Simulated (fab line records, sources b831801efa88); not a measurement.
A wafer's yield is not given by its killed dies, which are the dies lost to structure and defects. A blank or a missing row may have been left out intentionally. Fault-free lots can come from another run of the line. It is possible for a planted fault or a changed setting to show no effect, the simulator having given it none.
Problem report in the 8D (eight disciplines) form, filled by code	flow sky130	the parts of the form that need people (team, actions taken, sign-off) are left out

1. PROBLEM STATEMENT
rf-fwd-power-W at SKY_FIELD_ISO_ETCH_17 reads a mean of 499.8 W on 6 wafers of 2 lots; wafers without a fault read 596.0 W with a standard deviation of 1.9. That puts it -51 standard deviations away from the usual mean.
The step: etches Si in HBr/Cl2/O2, target depth 342 nm, time 97.7 s.
The first sign was on wafer L832.4 at day 3 02:41, on rie-si-01. The record has a number at this step for 18 wafers belonging to 6 lots. Rule for "out", or "out of limits": more than 4 standard deviations from the usual mean. All remaining wafers that have a number are taken as sound.

2. WHAT THIS IS AND IS NOT
question	is	is not
which readings at this step	rf-fwd-power-W, oes-product-au	drypump-motor-current-A
which lots	L832, L835	L829, L843, L850, L851
which wafers of those lots	all that have a number	-
read on which tools	rie-si-01	rie-si-02
when	from day 3 02:41	up to then (3 sound wafers); but 9 sound wafers of L843, L850, L851 came after

3. WHAT RULES OUT EACH SUSPECT
Counting: any tool at a process step up to the reading is kept as a suspect provided that every lot that is out went through it and no sound lot did after the first of them.
- plasma-asher-04 at SKY_FIELD_ISO_STRIP_16 (strips in O2/N2): ruled out as a lasting fault. Sound lots L843 ran on it after its first lot that is out, L832 (day 3 02:37).
- rie-si-01 at SKY_FIELD_ISO_ETCH_17 (etches Si in HBr/Cl2/O2, target depth 342 nm, time 97.7 s): ruled out as a lasting fault. Sound lots L851 ran on it after its first lot that is out, L832 (day 3 02:41).
Left after counting: nothing in the record.

4. THE CAUSE (what the simulator had put in)
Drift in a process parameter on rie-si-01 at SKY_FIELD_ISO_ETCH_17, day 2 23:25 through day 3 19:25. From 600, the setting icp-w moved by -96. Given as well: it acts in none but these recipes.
Counting ruled it out, wrongly.

5. SEQUENCE OF EFFECTS, ordered by route
Each row: a reading whose mean over the struck wafers that have a number lies more than 3 standard deviations from the usual. Only readings for which the record gives a usual standard deviation are gone through. hours: the time from each lot's start at the first step in this table that gives one to its start at this step, as a median over the lots. sigmas: the change in usual standard deviations.
hours	step	reading	usual	on struck wafers	change	sigmas
0	SKY_FIELD_ISO_ETCH_17	oes-product-au	1.003 a.u.	0.946	-0.057	-6.7
0	SKY_FIELD_ISO_ETCH_17	rf-fwd-power-W	596.0 W	499.8	-96.2	-51
0	SKY_FIELD_ISO_ETCH_17	throttle-valve-pct	25.654 %	25.694	+0.040	+4.3
The process steps in it:
- SKY_FIELD_ISO_ETCH_17: etches Si in HBr/Cl2/O2, target depth 342 nm, time 97.7 s.

6. WHAT WOULD HAVE CAUGHT IT SOONER
In this record no reading fell out of limits until day 3 02:41, 3 hours after the fault had begun at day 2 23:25.
